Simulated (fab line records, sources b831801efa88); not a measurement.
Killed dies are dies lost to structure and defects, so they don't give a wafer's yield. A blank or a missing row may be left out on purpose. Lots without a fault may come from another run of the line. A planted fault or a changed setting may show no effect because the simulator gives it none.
fab line records | flow gf180mcu
record lots=12 wafers=36 last_day=34
route steps=602 shown STI@1 MVPSD@86 VT_IMPLANT@111
lots that met no fault: from a run of the same line without faults
start_h: hours from the record's first day to the start of the lot's first wafer shown | wait_h: hours since the lot's step before | " the same as in the row above | L1.1+2: a row that stands for several wafers | - no value, or no start given | * or withheld: withheld | < > ~ a bound
route shown NAME@n: a module of which the file shows steps, and the number in the route of the first | usual: mean/standard deviation of fault-free wafers | same: alike in all rows | chamber/n: place in a boat | sites: the reading at each site | _std_site: their standard deviation | _edge_site: outer sites' mean less inner sites' | radius_mm: how far each site lies from the wafer's centre | mask NAME#n: copy n | behind: the tool/chamber that last shaped the wafer | hold: why the lot was held/for how many hours/how that ended | device: the transistor (n, p or np) that didn't switch | end of line: the same wafers' tests at the end of the route | a step without rows: its recipe alone | killed: dies lost to structure and defects at the first sort, not the wafer's yield | map: a wafer's dies, x killed, . not, _ none there
set.NAME: the setting as run; set.NAME@STEP: as run at that earlier step | model.NAME: the simulator's own value behind a step, which no gauge read
steps of the route over a sample of lots; a table a step, a row a wafer
services: from which hour (start_h, from the record's first day; less than 0 if before it) a tool's chamber was out of use, for how many hours, and why
## steps
# step GF_STI_BOW_MEAS_00
# recipe mode=bow
# usual INCOMING_BOW=0/5.7
# columns lot.wafer tool chamber start_h wait_h INCOMING_BOW[um]
L439.2 film_metro-02 - 10.02 - -5
L439.4 " - " " -2
L439.6 " - " " 1
L440.2 film_metro-04 - 15.02 - -7
L440.3 " - " " -8
L440.6 " - " " 2
L446.1 film_metro-02 - 45.00 - 5
L446.2 " - " " -4
L446.3 " - " " -6
L447.1 film_metro-02 - 50.00 - 3
L447.4 " - " " -10
L447.6 " - " " 1
L450.2 film_metro-02 - 65.02 - 2
L450.4 " - " " 12
L450.6 " - " " 11
L453.1 film_metro-03 - 80.00 - -6
L453.3 " - " " -8
L453.4 " - " " -4
L456.2 film_metro-04 - 95.02 - 5
L456.4 " - " " 0
L456.6 " - " " -10
L457.1 film_metro-03 - 100.00 - -1
L457.2 " - " " -4
L457.4 " - " " 3
L458.1 film_metro-04 - 105.00 - 0
L458.3 " - " " -7
L458.4 " - " " -7
L459.1 film_metro-02 - 110.00 - -1
L459.3 " - " " 0
L459.6 " - " " 0
L460.1 film_metro-03 - 115.00 - 2
L460.2 " - " " 7
L460.3 " - " " 3
L462.1 film_metro-02 - 125.00 - -3
L462.2 " - " " 6
L462.4 " - " " 1
# step GF_MVPSD_IMPLANT_08
# recipe species=B energy_kev=170 dose_cm2=1.5e+13 tilt_deg=0
# usual dose_ions_cm2=1.5003e+13/1.7e+10 faraday_current_uA=84.5/1.5
# columns lot.wafer tool chamber start_h wait_h dose_ions_cm2 faraday_current_uA
L439.2 implanter-03 0 96.42 0.0 1.4996e+13 83.6
L439.4 " 0 " " 1.5013e+13 85.5
L439.6 " 0 " " 1.5006e+13 85.1
L440.2 implanter-02 0 102.68 0.0 1.4998e+13 85.1
L440.3 " 0 " " 1.4995e+13 85.4
L440.6 " 0 " " 1.4995e+13 84.1
L446.1 implanter-03 0 139.27 0.0 1.696e+13 95.1
L446.2 " 0 " " 1.698e+13 97.0
L446.3 " 0 " " 1.6983e+13 97.0
L447.1 implanter-02 0 143.41 0.0 1.4986e+13 85.4
L447.4 " 0 " " 1.5005e+13 85.1
L447.6 " 0 " " 1.5002e+13 85.0
L450.2 implanter-02 0 163.05 0.0 1.5008e+13 88.5
L450.4 " 0 " " 1.5013e+13 84.7
L450.6 " 0 " " 1.5031e+13 84.6
L453.1 implanter-02 0 181.57 0.0 1.4996e+13 85.2
L453.3 " 0 " " 1.5011e+13 85.0
L453.4 " 0 " " 1.5021e+13 84.9
L456.2 implanter-01 0 197.84 0.0 1.5032e+13 82.5
L456.4 " 0 " " 1.5033e+13 84.4
L456.6 " 0 " " 1.504e+13 87.8
L457.1 implanter-03 0 202.76 0.0 1.4992e+13 84.1
L457.2 " 0 " " 1.497e+13 85.3
L457.4 " 0 " " 1.4983e+13 85.2
L458.1 implanter-01 0 211.26 0.0 1.5021e+13 82.7
L458.3 " 0 " " 1.5018e+13 82.7
L458.4 " 0 " " 1.5018e+13 84.7
L459.1 implanter-01 0 218.36 0.0 1.4994e+13 81.5
L459.3 " 0 " " 1.5003e+13 86.0
L459.6 " 0 " " 1.4978e+13 87.1
L460.1 implanter-03 0 222.81 0.0 1.503e+13 83.0
L460.2 " 0 " " 1.4975e+13 85.2
L460.3 " 0 " " 1.5025e+13 85.3
L462.1 implanter-03 0 239.86 0.0 1.501e+13 82.7
L462.2 " 0 " " 1.4982e+13 82.5
L462.4 " 0 " " 1.5011e+13 84.6
# step GF_MVPSD_TW_MEAS_11
# usual MVPSD_TW=555/5.2
# columns lot.wafer tool chamber start_h wait_h MVPSD_TW
L439.2 film_metro-04 - 96.81 0.1 560
L439.4 " - " " 562
L439.6 " - " " 562
L440.2 film_metro-04 - 103.07 0.1 563
L440.3 " - " " 563
L440.6 " - " " 562
L446.1 film_metro-04 - 139.67 0.1 576
L446.2 " - " " 572
L446.3 " - " " 574
L447.1 film_metro-04 - 143.81 0.1 554
L447.4 " - " " 553
L447.6 " - " " 555
L450.2 film_metro-01 - 163.43 0.1 548
L450.4 " - " " 548
L450.6 " - " " 549
L453.1 film_metro-04 - 181.97 0.1 558
L453.3 " - " " 562
L453.4 " - " " 562
L456.2 film_metro-01 - 198.22 0.1 553
L456.4 " - " " 553
L456.6 " - " " 551
L457.1 film_metro-04 - 203.16 0.1 561
L457.2 " - " " 563
L457.4 " - " " 563
L458.1 film_metro-02 - 211.66 0.1 553
L458.3 " - " " 557
L458.4 " - " " 557
L459.1 film_metro-01 - 218.76 0.1 547
L459.3 " - " " 549
L459.6 " - " " 548
L460.1 film_metro-01 - 223.21 0.1 549
L460.2 " - " " 548
L460.3 " - " " 548
L462.1 film_metro-01 - 240.26 0.1 548
L462.2 " - " " 545
L462.4 " - " " 550
# step GF_VT_IMPLANT_TW_MEAS_21
# usual VT_IMPLANT_2_TW=1205/13
# columns lot.wafer tool chamber start_h wait_h VT_IMPLANT_2_TW
L439.2 film_metro-03 - 127.13 0.1 1193
L439.4 " - " " 1187
L439.6 " - " " 1198
L440.2 film_metro-03 - 132.37 0.1 1195
L440.3 " - " " 1192
L440.6 " - " " 1192
L446.1 film_metro-04 - 171.63 0.1 1229
L446.2 " - " " 1231
L446.3 " - " " 1225
L447.1 film_metro-01 - 175.91 0.1 1207
L447.4 " - " " 1207
L447.6 " - " " 1205
L450.2 film_metro-01 - 196.67 0.1 1212
L450.4 " - " " 1209
L450.6 " - " " 1217
L453.1 film_metro-04 - 216.26 0.1 1228
L453.3 " - " " 1224
L453.4 " - " " 1228
L456.2 film_metro-03 - 233.58 0.1 1194
L456.4 " - " " 1197
L456.6 " - " " 1203
L457.1 film_metro-04 - 239.02 0.1 1228
L457.2 " - " " 1232
L457.4 " - " " 1228
L458.1 film_metro-04 - 248.32 0.1 1223
L458.3 " - " " 1228
L458.4 " - " " 1224
L459.1 film_metro-04 - 255.61 0.1 1227
L459.3 " - " " 1220
L459.6 " - " " 1222
L460.1 film_metro-01 - 260.17 0.1 1205
L460.2 " - " " 1209
L460.3 " - " " 1205
L462.1 film_metro-01 - 277.66 0.1 1208
L462.2 " - " " 1207
L462.4 " - " " 1204
# step GF_VT_IMPLANT_STRIP_31
# recipe chemistry=O2/N2 power_w=1400 pressure_mtorr=1500 platen_temp_c=250 o2_flow_sccm=3000 n2_flow_sccm=300 overash_fraction=0.5
# usual drypump_motor_current_A=5.7/0.46 heater_power_w=343/25 oes_product_au=0.716/0.0046 strip_time_to_endpoint_s=12.63/0.037
# columns lot.wafer tool chamber start_h wait_h drypump_motor_current_A heater_power_w oes_product_au rf_hours_counter_h strip_time_to_endpoint_s
L439.2 plasma_asher-01 1 141.77 0.1 6.0 348 0.715 3 12.65
L439.4 " 0 " " 5.8 304 0.717 - 12.64
L439.6 " 1 " " 6.0 344 0.715 - 12.62
L440.2 plasma_asher-04 1 147.92 0.1 5.3 376 0.712 52 12.69
L440.3 " 0 " " 5.3 346 0.718 - 12.69
L440.6 " 0 " " 5.3 346 0.720 - 12.70
L446.1 plasma_asher-03 0 187.71 0.1 6.6 307 0.714 56 12.66
L446.2 " 1 " " 5.4 366 0.712 56 12.65
L446.3 " 1 " " 5.4 363 0.716 - 12.66
L447.1 plasma_asher-04 0 192.76 0.1 5.4 348 0.715 57 12.60
L447.4 " 0 " " 5.3 345 0.719 - 12.61
L447.6 " 0 " " 5.3 346 0.727 - 12.62
L450.2 plasma_asher-03 0 213.67 0.1 6.6 306 0.706 59 12.58
L450.4 " 0 " " 6.5 306 0.711 - 12.57
L450.6 " 1 " " 5.4 362 0.721 - 12.58
L453.1 plasma_asher-04 1 233.77 0.1 5.4 365 0.714 61 12.60
L453.3 " 1 " " 5.3 364 0.721 - 12.63
L453.4 " 0 " " 5.3 350 0.720 - 12.56
L456.2 plasma_asher-04 1 252.11 0.1 5.3 370 0.718 63 12.69
L456.4 " 0 " " 5.3 338 0.718 - 12.67
L456.6 " 1 " " 5.4 366 0.720 - 12.68
L457.1 plasma_asher-01 1 257.36 0.1 6.0 347 0.715 15 12.66
L457.2 " 0 " " 5.8 303 0.718 15 12.67
L457.4 " 0 " " 5.8 301 0.708 - 12.65
L458.1 plasma_asher-01 1 266.31 0.1 6.0 354 0.711 16 12.62
L458.3 " 0 " " 5.8 302 0.720 - 12.65
L458.4 " 1 " " 6.0 350 0.719 - 12.62
L459.1 plasma_asher-03 0 273.72 0.1 6.6 300 0.725 64 12.64
L459.3 " 0 " " 6.6 300 0.717 - 12.61
L459.6 " 0 " " 6.6 308 0.713 - 12.63
L460.1 plasma_asher-04 0 279.41 0.1 5.3 349 0.723 66 12.68
L460.2 " 1 " " 5.4 375 0.719 66 12.65
L460.3 " 1 " " 5.3 370 0.712 - 12.64
L462.1 plasma_asher-01 1 297.77 0.1 6.0 350 0.711 19 12.64
L462.2 " 0 " " 5.8 299 0.718 19 12.61
L462.4 " 1 " " 6.0 353 0.719 - 12.62
# step GF_VT_IMPLANT_RS_MEAS_49
# recipe thk_meas_gauge=four-point-probe
# usual MVPSD_RS=1168.4/3
# columns lot.wafer tool chamber start_h wait_h MVPSD_RS[ohm/sq]
L439.2 film_metro-01 - 158.26 0.1 1169.6
L439.4 " - " " 1167.6
L439.6 " - " " 1168.6
L440.2 film_metro-04 - 164.46 0.1 1164.7
L440.3 " - " " 1166.7
L440.6 " - " " 1171.0
L446.1 film_metro-01 - 205.59 0.1 1094.0
L446.2 " - " " 1093.6
L446.3 " - " " 1095.0
L447.1 film_metro-01 - 210.28 0.1 1167.5
L447.4 " - " " 1169.1
L447.6 " - " " 1167.9
L450.2 film_metro-02 - 232.66 0.1 1169.7
L450.4 " - " " 1172.1
L450.6 " - " " 1170.3
L453.1 film_metro-02 - 253.09 0.1 1168.6
L453.3 " - " " 1168.9
L453.4 " - " " 1170.1
L456.2 film_metro-01 - 270.95 0.1 1168.2
L456.4 " - " " 1167.2
L456.6 " - " " 1168.4
L457.1 film_metro-04 - 276.68 0.1 1166.9
L457.2 " - " " 1167.1
L457.4 " - " " 1166.0
L458.1 film_metro-01 - 286.33 0.1 1170.0
L458.3 " - " " 1168.2
L458.4 " - " " 1170.5
L459.1 film_metro-01 - 293.93 0.1 1166.4
L459.3 " - " " 1163.7
L459.6 " - " " 1165.8
L460.1 film_metro-01 - 300.59 0.1 1165.8
L460.2 " - " " 1165.1
L460.3 " - " " 1168.8
L462.1 film_metro-01 - 318.69 0.1 1175.8
L462.2 " - " " 1175.2
L462.4 " - " " 1173.0
## services
# columns tool chamber start_h hours kind
implanter-01 - 80.64 5.0 pm
implanter-03 - 87.14 5.9 pm
implanter-01 - 87.64 11.2 pm
plasma_asher-01 - 108.75 9.0 pm
plasma_asher-01 0 108.75 9.0 vent_cycle
plasma_asher-01 1 108.75 9.0 vent_cycle
implanter-01 - 114.75 4.2 repair
implanter-02 - 116.60 1.9 repair
plasma_asher-01 0 117.75 - clean
plasma_asher-01 1 117.75 - clean
plasma_asher-03 - 202.40 1.5 repair
implanter-02 - 206.20 6.4 repair
plasma_asher-04 - 215.03 1.8 repair
plasma_asher-04 - 216.84 2.8 pm
implanter-03 - 226.15 8.5 repair
implanter-02 - 227.25 7.3 pm
plasma_asher-03 - 229.30 9.2 repair
implanter-03 - 255.84 2.9 repair
implanter-03 - 266.04 1.8 repair
implanter-02 - 272.30 91.4 pm
plasma_asher-01 - 279.73 0.6 repair
implanter-01 - 288.97 1.2 repair
## key
first_sign step=GF_MVPSD_IMPLANT_08 reading=dose_ions_cm2 direction=up sigmas=99+ usual=1.5003e+13 struck=1.6974e+13
effect step=GF_MVPSD_IMPLANT_08 reading=faraday_current_uA direction=up sigmas=7.8 usual=84.5 struck=96.4
effect step=GF_MVPSD_TW_MEAS_11 reading=MVPSD_TW direction=up sigmas=3.8 usual=555 struck=574
effect step=GF_VT_IMPLANT_RS_MEAS_49 reading=MVPSD_RS direction=down sigmas=25 usual=1168.4 struck=1094.2
met_at GF_MVPSD_IMPLANT_08
struck_lots L446
tester_left_out L446
not_acting_at GF_STI_BOW_MEAS_00,GF_VT_IMPLANT_TW_MEAS_21,GF_VT_IMPLANT_STRIP_31
onset_between 96.42 139.27
fault kind=process_parameter_drift tool=implanter-03 chamber=- onset_h=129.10 steps=GF_MVPSD_IMPLANT_08 channel=dose_cm2 offset=1.9589e+12 shape=step end_h=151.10 acts_in=these_recipes_only stated=1.5e+13
# tester_left_out: of these lots the tester's yield and bins aren't shown, on N5 and GAA mostly nor the transistor test; their killed dies are dies lost to structure and defects alone, not to doping, threshold or leakage, so they don't give the yield
